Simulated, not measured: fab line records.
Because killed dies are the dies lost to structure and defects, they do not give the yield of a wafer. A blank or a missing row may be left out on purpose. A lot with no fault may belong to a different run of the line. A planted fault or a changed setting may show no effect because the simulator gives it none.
fab line records	flow sky130
[record] lots = 13	wafers = 39	last_day = 50
route steps=708 shown VT_ADJUST_PCH@152 GATE_OXIDE@200 POLY_GATE@218 PAD_OPEN@708
lots with no fault: from the same line, run without faults
start_h: hours from the record's first day to the start of the lot's first wafer shown	wait_h: time in hours since the lot's previous step	" as in the row above	L1.1+2: a single row standing in for several wafers	- no value, or no start was given	* or withheld: withheld	< > ~ a bound
route shown NAME@n: NAME is a module with steps in the file, n the number in the route of the first one	usual: mean/standard deviation of fault-free wafers	same: alike in all rows	chamber/n: place in a boat	sites: the reading at each site	_std_site: the standard deviation of these	_edge_site: inner sites' mean taken away from outer sites' mean	radius_mm: how far each site lies from the wafer's centre	mask NAME#n: copy n	behind: tool/chamber where the wafer was last shaped	hold: the reason the lot was held/the length of the hold in hours/how it ended	device: the n, p or np transistor that did not switch	end of line: the same wafers' tests at the end of the route	where a step has no rows: the recipe by itself	killed: the dies lost at the first sort to structure and to defects; this is not the yield of the wafer	map: a wafer's dies, marking killed ones x, the rest . and places with no die _
set.NAME: the setting as run; set.NAME@STEP: as run at that earlier step	model.NAME: the simulator's own value behind a step, which no gauge read
a sample of lots followed through the steps of the route, with each step as a table and each wafer as a row
services: the hour from which a tool's chamber was out of use, counted from the record's first day as start_h (under 0 if before that day), plus the number of hours and why
[[steps]]
[step SKY_VT_ADJUST_PCH_STRIP_09]
[recipe] chemistry = O2/N2	power_w = 1400	pressure_mtorr = 1500	platen_temp_c = withheld	o2_flow_sccm = 3000	n2_flow_sccm = 300	overash_fraction = 0.5
[usual] chamber_pressure_mTorr = 1500.0/1.4	drypump_motor_current_A = 6.0/0.39	oes_product_au = 0.722/0.0047	strip_time_to_endpoint_s = 36.96/0.095
lot.wafer	tool	chamber	start_h	wait_h	chamber_pressure_mTorr	drypump_motor_current_A	oes_product_au	rf_hours_counter_h	strip_time_to_endpoint_s
L282.1	plasma_asher-01	1	227.68	0.1	1501.8	5.9	0.714	11	36.93
L282.4	"	1	"	"	1500.8	5.9	0.722	-	36.85
L282.6	"	0	"	"	1503.2	6.7	0.725	-	36.88
L281.1	plasma_asher-01	1	228.09	0.1	1498.5	5.9	0.716	11	36.93
L281.3	"	0	"	"	1501.2	6.7	0.717	-	36.94
L281.4	"	1	"	"	1500.6	5.9	0.724	-	36.77
L292.1	plasma_asher-01	0	311.98	0.1	1499.3	6.7	0.723	20	36.98
L292.4	"	0	"	"	1502.4	6.7	0.725	-	37.00
L292.6	"	0	"	"	1502.1	6.7	0.716	-	37.04
L293.1	plasma_asher-03	1	320.60	0.1	1498.6	6.1	0.715	59	37.05
L293.4	"	0	"	"	1500.9	5.5	0.721	-	36.95
L293.5	"	1	"	"	1500.5	6.1	0.727	-	36.99
L294.2	plasma_asher-03	0	332.15	0.1	1496.6	5.6	0.725	60	37.07
L294.4	"	0	"	"	1498.7	5.5	0.727	-	37.15
L294.6	"	0	"	"	1501.5	5.5	0.722	-	36.93
L295.3	plasma_asher-01	1	332.42	0.1	1500.9	5.9	0.722	-	37.07
L295.4	"	0	"	"	1499.0	6.7	0.724	-	36.96
L295.6	"	1	"	"	1498.2	5.9	0.721	-	36.98
L296.1	plasma_asher-02	1	348.23	0.1	1499.8	5.7	0.716	70	37.08
L296.3	"	0	"	"	1499.6	6.0	0.717	-	36.90
L296.5	"	1	"	"	1498.6	5.6	0.731	-	36.84
L297.3	plasma_asher-02	1	357.63	0.1	1499.3	5.6	0.728	-	37.15
L297.5	"	1	"	"	1499.4	5.6	0.723	-	37.10
L297.6	"	0	"	"	1501.0	6.1	0.713	-	37.14
L299.2	plasma_asher-03	1	367.53	0.1	1500.8	6.2	0.720	64	36.91
L299.3	"	0	"	"	1500.9	5.6	0.731	-	36.95
L299.6	"	1	"	"	1499.7	6.1	0.726	-	36.86
L300.1	plasma_asher-01	0	378.20	0.1	1498.9	6.7	0.719	27	36.96
L300.4	"	0	"	"	1501.9	6.7	0.726	-	37.00
L300.5	"	0	"	"	1499.7	6.7	0.721	-	37.00
L302.2	plasma_asher-01	0	384.93	0.1	1502.9	6.7	0.720	28	36.92
L302.4	"	0	"	"	1501.1	6.7	0.719	-	36.85
L302.5	"	0	"	"	1502.0	6.7	0.717	-	37.01
L303.1	plasma_asher-01	0	393.35	0.1	1501.1	6.7	0.721	29	36.86
L303.2	"	1	"	"	1500.3	5.9	0.723	29	36.92
L303.4	"	0	"	"	1500.3	6.7	0.725	-	36.95
L304.1	plasma_asher-03	0	417.18	0.1	1499.2	5.6	0.723	69	36.99
L304.2	"	1	"	"	1501.0	6.2	0.713	69	37.08
L304.3	"	0	"	"	1502.1	5.5	0.730	-	37.10
[step SKY_GATE_OXIDE_STRIP_13]
[recipe] chemistry = O2/N2	power_w = 1400	pressure_mtorr = 1500	platen_temp_c = withheld	o2_flow_sccm = 3000	n2_flow_sccm = 300	overash_fraction = 0.5
[usual] chamber_pressure_mTorr = 1499.8/1.3	drypump_motor_current_A = 5.9/0.34	oes_product_au = 0.715/0.0044	strip_time_to_endpoint_s = 14.18/0.041
lot.wafer	tool	chamber	start_h	wait_h	chamber_pressure_mTorr	drypump_motor_current_A	oes_product_au	rf_hours_counter_h	strip_time_to_endpoint_s
L281.1	plasma_asher-02	0	308.24	0.0	1501.1	6.1	0.720	65	14.24
L281.3	"	0	"	"	1500.2	6.1	0.714	-	14.20
L281.4	"	1	"	"	1500.4	5.7	0.718	-	14.23
L282.1	plasma_asher-02	0	310.60	0.0	1501.7	6.1	0.713	65	14.19
L282.4	"	0	"	"	1500.6	6.0	0.719	-	14.14
L282.6	"	0	"	"	1503.9	6.0	0.719	-	14.18
L292.1	plasma_asher-03	0	401.21	0.0	-	-	-	-	-
L292.4	"	1	"	"	-	-	-	-	-
L292.6	"	0	"	"	-	-	-	-	-
L293.1	plasma_asher-03	1	411.51	0.0	-	-	-	-	-
L293.4	"	0	"	"	-	-	-	-	-
L293.5	"	1	"	"	-	-	-	-	-
L294.2	plasma_asher-04	0	422.44	0.0	1500.5	5.4	0.726	57	14.21
L294.4	"	0	"	"	1497.6	5.4	0.719	-	14.21
L294.6	"	1	"	"	1497.9	6.3	0.713	-	14.22
L295.3	plasma_asher-04	0	425.48	0.0	1497.5	5.4	0.720	-	14.16
L295.4	"	1	"	"	1502.0	6.3	0.708	-	14.13
L295.6	"	0	"	"	1500.7	5.4	0.712	-	14.18
L296.1	plasma_asher-03	1	445.50	0.0	1501.1	6.1	0.707	72	14.17
L296.3	"	0	"	"	1499.4	5.5	0.720	-	14.13
L296.5	"	0	"	"	1498.4	5.6	0.718	-	14.18
L297.3	plasma_asher-03	1	454.33	0.0	1498.5	6.2	0.717	-	14.20
L297.5	"	0	"	"	1501.6	5.5	0.719	-	14.14
L297.6	"	1	"	"	1499.8	6.1	0.719	-	14.16
L299.2	plasma_asher-03	1	464.63	0.0	1498.9	6.1	0.711	74	14.12
L299.3	"	1	"	"	1499.0	6.1	0.710	-	14.12
L299.6	"	0	"	"	1501.3	5.5	0.707	-	14.13
L300.1	plasma_asher-04	0	477.21	0.0	1498.9	5.4	0.716	63	14.23
L300.4	"	1	"	"	1498.5	6.3	0.722	-	14.18
L300.5	"	0	"	"	1500.5	5.4	0.708	-	14.18
L302.2	plasma_asher-03	0	484.90	0.0	1499.9	5.6	0.715	75	14.14
L302.4	"	1	"	"	1498.4	6.1	0.716	-	14.16
L302.5	"	0	"	"	1498.7	5.6	0.715	-	14.15
L303.1	plasma_asher-04	1	491.88	0.0	1501.6	6.4	0.717	64	14.12
L303.2	"	0	"	"	1498.9	5.4	0.710	64	14.17
L303.4	"	1	"	"	1498.5	6.4	0.719	-	14.15
L304.1	plasma_asher-03	1	518.90	0.0	1498.0	6.1	0.709	79	14.19
L304.2	"	0	"	"	1501.9	5.6	0.715	79	14.21
L304.3	"	0	"	"	1499.0	5.5	0.723	-	14.21
[step SKY_POLY_GATE_THK_MEAS_04]
[recipe] reads = Si3N4_of_POLY_GATE_CVD_03
[usual] POLY_GATE_CVD_03_THK = 75.0/0.73
lot.wafer	tool	chamber	start_h	wait_h	POLY_GATE_CVD_03_THK[nm]
L281.1	film_metro-01	-	341.07	0.0	74.9
L281.3	"	-	"	"	74.9
L281.4	"	-	"	"	74.8
L282.1	film_metro-01	-	345.17	0.0	74.1
L282.4	"	-	"	"	74.8
L282.6	"	-	"	"	73.9
L294.2	film_metro-02	-	462.48	0.0	73.8
L294.4	"	-	"	"	73.9
L294.6	"	-	"	"	73.9
L295.3	film_metro-04	-	462.49	0.0	74.8
L295.4	"	-	"	"	74.8
L295.6	"	-	"	"	75.0
L296.1	film_metro-01	-	485.77	0.0	74.1
L296.3	"	-	"	"	74.4
L296.5	"	-	"	"	73.9
L297.3	film_metro-04	-	489.79	0.0	75.3
L297.5	"	-	"	"	74.8
L297.6	"	-	"	"	75.3
L299.2	film_metro-01	-	499.73	0.0	75.5
L299.3	"	-	"	"	75.2
L299.6	"	-	"	"	75.5
L300.1	film_metro-01	-	514.43	0.0	75.9
L300.4	"	-	"	"	75.2
L300.5	"	-	"	"	76.1
L302.2	film_metro-01	-	520.22	0.0	75.4
L302.4	"	-	"	"	75.5
L302.5	"	-	"	"	75.2
L303.1	film_metro-01	-	527.20	0.0	74.8
L303.2	"	-	"	"	75.0
L303.4	"	-	"	"	74.7
L304.1	film_metro-04	-	553.18	0.0	75.1
L304.2	"	-	"	"	75.2
L304.3	"	-	"	"	75.0
[step SKY_POLY_GATE_OVL_MEAS_14]
[usual] POLY_GATE_OVL = 2/4.5
lot.wafer	tool	chamber	start_h	wait_h	POLY_GATE_OVL[nm]
L281.1	overlay-01	-	368.97	0.1	5
L281.3	"	-	"	"	4
L281.4	"	-	"	"	2
L282.1	overlay-02	-	373.27	0.1	0
L282.4	"	-	"	"	-1
L282.6	"	-	"	"	-2
L294.2	overlay-02	-	491.97	0.1	-3
L294.4	"	-	"	"	-3
L294.6	"	-	"	"	-4
L295.3	overlay-01	-	492.08	0.1	6
L295.4	"	-	"	"	11
L295.6	"	-	"	"	6
L296.1	overlay-02	-	516.21	0.1	10
L296.3	"	-	"	"	5
L296.5	"	-	"	"	8
L297.3	overlay-01	-	520.58	0.1	2
L297.5	"	-	"	"	8
L297.6	"	-	"	"	4
L299.2	overlay-02	-	529.67	0.1	2
L299.3	"	-	"	"	6
L299.6	"	-	"	"	4
L300.1	overlay-02	-	544.02	0.1	-2
L300.4	"	-	"	"	1
L300.5	"	-	"	"	1
L302.2	overlay-01	-	550.77	0.1	2
L302.4	"	-	"	"	2
L302.5	"	-	"	"	6
L303.1	overlay-02	-	557.51	0.1	-1
L303.2	"	-	"	"	6
L303.4	"	-	"	"	-1
L304.1	overlay-01	-	582.62	0.1	1
L304.2	"	-	"	"	0
L304.3	"	-	"	"	6
[step SKY_PAD_OPEN_PROBE_99]
[usual] killed_at_M0_to_M3 = 44/7.2	killed_at_M4_up = 3.1/1.8	killed_at_contacts = 25/5.2	killed_at_front_end = 15/3.9	killed_at_other = 0.2/0.5	killed_dies = 86/9.5	killed_on_rim = 17/3.5	killed_open = 47/7.3	killed_short = 40/6
[same] gross_dies = 492	killed_at_back_side = 0
lot.wafer	tool	chamber	start_h	wait_h	killed_at_M0_to_M3	killed_at_M4_up	killed_at_contacts	killed_at_front_end	killed_at_other	killed_dies	killed_on_rim	killed_open	killed_short
L281.1	prober-02	-	1074.77	0.1	40	2	19	10	1	72	16	41	31
L281.3	prober-02	-	1074.87	0.2	40	1	25	8	1	75	23	45	30
L281.4	prober-02	-	1074.92	0.2	57	6	20	14	0	97	19	53	44
L282.1	prober-02	-	1075.72	0.1	52	3	29	14	0	98	15	46	52
L282.4	prober-02	-	1075.87	0.2	48	3	21	15	0	87	11	39	48
L282.6	prober-02	-	1075.97	0.2	49	0	34	13	1	97	22	53	44
L292.1	prober-02	-	1142.52	0.1	42	4	25	421	0	492	96	45	42
L292.4	prober-02	-	1142.67	0.2	57	1	24	410	0	492	96	59	34
L292.6	prober-02	-	1142.77	0.2	40	1	25	426	0	492	96	40	38
L293.4	prober-01	-	1143.62	0.2	37	1	28	426	0	492	96	48	42
L293.5	prober-01	-	1143.67	0.2	59	2	22	409	0	492	96	56	43
L294.2	prober-02	-	1157.52	0.1	35	3	30	14	1	83	18	41	41
L294.4	prober-02	-	1157.62	0.2	38	3	26	17	0	84	17	45	39
L294.6	prober-02	-	1157.72	0.2	42	5	23	17	0	87	18	47	40
L295.3	prober-01	-	1157.99	0.2	49	2	15	22	0	88	14	43	43
L295.6	prober-01	-	1158.14	0.2	43	5	24	13	0	85	15	42	43
L296.1	prober-02	-	1168.28	0.1	47	1	21	12	0	81	14	43	38
L296.3	prober-02	-	1168.38	0.2	42	2	22	20	0	86	15	45	41
L296.5	prober-02	-	1168.48	0.2	50	5	30	9	0	94	12	52	42
L297.3	prober-01	-	1173.07	0.2	37	4	26	20	0	87	15	54	33
L297.6	prober-01	-	1173.22	0.2	57	6	26	19	0	108	18	59	49
L300.1	prober-02	-	1182.41	0.1	38	1	29	16	0	84	18	41	43
L300.4	prober-02	-	1182.56	0.2	52	3	27	11	0	93	16	48	45
L300.5	prober-02	-	1182.61	0.2	46	7	26	18	0	97	20	48	49
// killed by level:class
L281.1 VIA1:geometric_particle:open=10 CONTACT:geometric_particle:open=9 POLY_GATE:geometric_particle:open=6 VIA2:geometric_particle:open=6 VIA1:geometric_particle:short=5 LI_CONTACT:geometric_particle:open=4 LOCAL_INTERCONNECT:geometric_particle:short=4 METAL1:geometric_particle:short=4
L281.3 VIA1:geometric_particle:open=13 CONTACT:geometric_particle:open=10 LOCAL_INTERCONNECT:geometric_particle:short=5 VIA1:geometric_particle:short=5 FIELD_ISO:geometric_particle:open=4 LI_CONTACT:geometric_particle:short=4 LI_CONTACT:geometric_particle:open=4 VIA2:geometric_particle:open=4
L281.4 VIA3:geometric_particle:open=12 VIA1:geometric_particle:open=11 METAL2:geometric_particle:short=9 METAL3:geometric_particle:short=6 LI_CONTACT:geometric_particle:short=6 POLY_GATE:geometric_particle:open=5 LOCAL_INTERCONNECT:geometric_particle:short=4 CONTACT:geometric_particle:open=4
L282.1 VIA1:geometric_particle:open=11 LI_CONTACT:geometric_particle:open=9 METAL2:geometric_particle:short=9 CONTACT:geometric_particle:open=8 METAL1:geometric_particle:short=7 VIA2:geometric_particle:open=6 LI_CONTACT:geometric_particle:short=5 FIELD_ISO:geometric_particle:short=4
L282.4 METAL2:geometric_particle:short=9 VIA1:geometric_particle:open=7 CONTACT:geometric_particle:open=6 VIA2:geometric_particle:open=6 LI_CONTACT:geometric_particle:open=5 CONTACT:geometric_particle:short=5 METAL3:geometric_particle:short=5 VIA3:geometric_particle:short=5
L282.6 VIA3:geometric_particle:open=12 VIA1:geometric_particle:open=11 CONTACT:geometric_particle:open=10 LI_CONTACT:geometric_particle:open=9 METAL1:geometric_particle:short=8 CONTACT:geometric_particle:short=7 METAL2:geometric_particle:short=7 POLY_GATE:geometric_particle:short=5
L292.1 GATE_OXIDE:area_oxidation=405 VIA1:geometric_particle:open=10 CONTACT:geometric_particle:short=8 LI_CONTACT:geometric_particle:open=7 VIA1:geometric_particle:short=7 CONTACT:geometric_particle:open=6 VIA2:geometric_particle:short=6 POLY_GATE:geometric_particle:short=5
L292.4 GATE_OXIDE:area_oxidation=399 VIA1:geometric_particle:open=15 VIA3:geometric_particle:open=10 CONTACT:geometric_particle:open=10 VIA2:geometric_particle:open=7 LI_CONTACT:geometric_particle:open=5 CONTACT:geometric_particle:short=5 POLY_GATE:geometric_particle:short=4
L292.6 GATE_OXIDE:area_oxidation=414 VIA1:geometric_particle:open=8 CONTACT:geometric_particle:open=7 VIA1:geometric_particle:short=7 LI_CONTACT:geometric_particle:open=6 VIA3:geometric_particle:open=6 CONTACT:geometric_particle:short=5 METAL1:geometric_particle:short=5
L293.4 GATE_OXIDE:area_oxidation=402 CONTACT:geometric_particle:open=13 FIELD_ISO:geometric_particle:short=9 VIA1:geometric_particle:open=8 LI_CONTACT:geometric_particle:open=7 METAL1:geometric_particle:short=7 FIELD_ISO:geometric_particle:open=5 POLY_GATE:geometric_particle:short=5
L293.5 GATE_OXIDE:area_oxidation=393 VIA1:geometric_particle:open=14 VIA2:geometric_particle:open=14 VIA3:geometric_particle:open=8 METAL1:geometric_particle:short=7 VIA1:geometric_particle:short=7 FIELD_ISO:geometric_particle:short=6 LOCAL_INTERCONNECT:geometric_particle:short=6
L294.2 LI_CONTACT:geometric_particle:open=9 CONTACT:geometric_particle:open=8 VIA1:geometric_particle:open=7 FIELD_ISO:geometric_particle:short=6 CONTACT:geometric_particle:short=6 VIA3:geometric_particle:open=6 VIA2:geometric_particle:short=5 FIELD_ISO:geometric_particle:open=4
L294.4 CONTACT:geometric_particle:open=10 LI_CONTACT:geometric_particle:open=7 METAL1:geometric_particle:short=6 VIA1:geometric_particle:open=6 FIELD_ISO:geometric_particle:short=5 CONTACT:geometric_particle:short=5 VIA3:geometric_particle:open=5 VIA1:geometric_particle:short=5
L294.6 LI_CONTACT:geometric_particle:open=9 VIA1:geometric_particle:open=9 METAL2:geometric_particle:short=9 FIELD_ISO:geometric_particle:short=6 VIA3:geometric_particle:open=6 FIELD_ISO:geometric_particle:open=5 CONTACT:geometric_particle:short=5 CONTACT:geometric_particle:open=5
L295.3 VIA1:geometric_particle:open=9 METAL1:geometric_particle:short=8 VIA2:geometric_particle:open=8 FIELD_ISO:geometric_particle:short=6 VIA1:geometric_particle:short=6 POLY_GATE:geometric_particle:open=5 CONTACT:geometric_particle:open=5 FIELD_ISO:geometric_particle:open=4
L295.6 VIA1:geometric_particle:open=9 CONTACT:geometric_particle:open=8 VIA3:geometric_particle:short=7 VIA1:geometric_particle:short=7 LI_CONTACT:geometric_particle:open=6 CONTACT:geometric_particle:short=5 METAL2:geometric_particle:short=5 FIELD_ISO:geometric_particle:open=4
L296.1 VIA1:geometric_particle:open=12 LI_CONTACT:geometric_particle:open=8 METAL1:geometric_particle:short=6 VIA1:geometric_particle:short=6 CONTACT:geometric_particle:open=5 METAL2:geometric_particle:short=5 FIELD_ISO:geometric_particle:short=4 LOCAL_INTERCONNECT:geometric_particle:short=4
L296.3 METAL2:geometric_particle:short=11 VIA1:geometric_particle:open=9 CONTACT:geometric_particle:open=7 VIA3:geometric_particle:open=6 FIELD_ISO:geometric_particle:open=5 POLY_GATE:geometric_particle:open=5 LI_CONTACT:geometric_particle:open=5 METAL1:geometric_particle:short=5
L296.5 CONTACT:geometric_particle:open=15 VIA1:geometric_particle:open=11 VIA3:geometric_particle:open=11 VIA1:geometric_particle:short=7 CONTACT:geometric_particle:short=6 METAL2:geometric_particle:short=6 LI_CONTACT:geometric_particle:open=5 LOCAL_INTERCONNECT:geometric_particle:short=4
L297.3 CONTACT:geometric_particle:open=10 VIA2:geometric_particle:open=9 FIELD_ISO:geometric_particle:open=7 LI_CONTACT:geometric_particle:open=7 VIA1:geometric_particle:open=7 POLY_GATE:geometric_particle:open=5 VIA3:geometric_particle:open=5 LOCAL_INTERCONNECT:geometric_particle:short=4
L297.6 VIA1:geometric_particle:open=12 CONTACT:geometric_particle:open=10 VIA3:geometric_particle:open=9 METAL2:geometric_particle:short=8 LI_CONTACT:geometric_particle:open=7 METAL4:geometric_particle:short=6 POLY_GATE:geometric_particle:short=5 POLY_GATE:geometric_particle:open=5
L300.1 LI_CONTACT:geometric_particle:open=7 LOCAL_INTERCONNECT:geometric_particle:short=7 FIELD_ISO:geometric_particle:short=6 METAL1:geometric_particle:short=6 CONTACT:geometric_particle:open=6 VIA1:geometric_particle:open=6 VIA2:geometric_particle:open=6 METAL3:geometric_particle:short=5
L300.4 VIA1:geometric_particle:open=12 VIA3:geometric_particle:open=9 VIA1:geometric_particle:short=8 CONTACT:geometric_particle:open=7 METAL2:geometric_particle:short=7 LI_CONTACT:geometric_particle:open=6 LI_CONTACT:geometric_particle:short=5 LOCAL_INTERCONNECT:geometric_particle:short=5
L300.5 VIA1:geometric_particle:open=12 CONTACT:geometric_particle:open=8 METAL1:geometric_particle:short=7 LOCAL_INTERCONNECT:geometric_particle:short=7 METAL4:geometric_particle:short=7 VIA3:geometric_particle:open=7 VIA2:geometric_particle:open=6 SPACER:geometric_particle:open=5
[[services]]
tool	chamber	start_h	hours	kind
plasma_asher-02	-	273.61	2.2	repair
plasma_asher-03	-	305.50	14.6	pm
plasma_asher-04	-	317.96	2.8	pm
plasma_asher-03	-	334.40	0.4	repair
plasma_asher-04	-	365.03	6.2	repair
plasma_asher-01	-	368.21	1.4	repair
plasma_asher-03	-	374.07	1.3	repair
plasma_asher-04	-	393.98	7.9	repair
plasma_asher-02	-	421.25	9.0	pm
plasma_asher-02	0	421.25	9.0	vent_cycle
plasma_asher-02	1	421.25	9.0	vent_cycle
plasma_asher-02	0	430.25	-	clean
plasma_asher-02	1	430.25	-	clean
plasma_asher-01	-	433.46	1.7	repair
plasma_asher-04	-	462.74	1.0	repair
plasma_asher-02	-	477.81	4.1	repair
[[key]]
[first_sign] step = SKY_GATE_OXIDE_STRIP_13	reading = tool_record	direction = missing
[effect] step = SKY_PAD_OPEN_PROBE_99	reading = killed_at_front_end	direction = up	sigmas = 99+	usual = 15	struck = 418
[more_kills_born_at] SKY_GATE_OXIDE_OXIDATION_16@furnace-02 = 2013
met_at SKY_GATE_OXIDE_STRIP_13
struck_lots L292,L293
later_rows_left_out L292.1,L292.4,L292.6,L293.1,L293.4,L293.5
tester_left_out L292,L293
not_acting_at SKY_VT_ADJUST_PCH_STRIP_09,SKY_POLY_GATE_THK_MEAS_04,SKY_POLY_GATE_OVL_MEAS_14
[fault] kind = skipped_step_whole	tool = plasma_asher-03	chamber = -	onset_h = 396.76	steps = SKY_GATE_OXIDE_STRIP_13	scope = struck_lots_only
// tester_left_out: of these lots the tester's yield and bins aren't shown, on N5 and GAA mostly nor the transistor test; their killed dies are dies lost to structure and defects alone, not to doping, threshold or leakage, so they don't give the yield
// later_rows_left_out: the simulator's readings of these wafers behind a module that went badly wrong aren't trusted and aren't shown, but for the sort
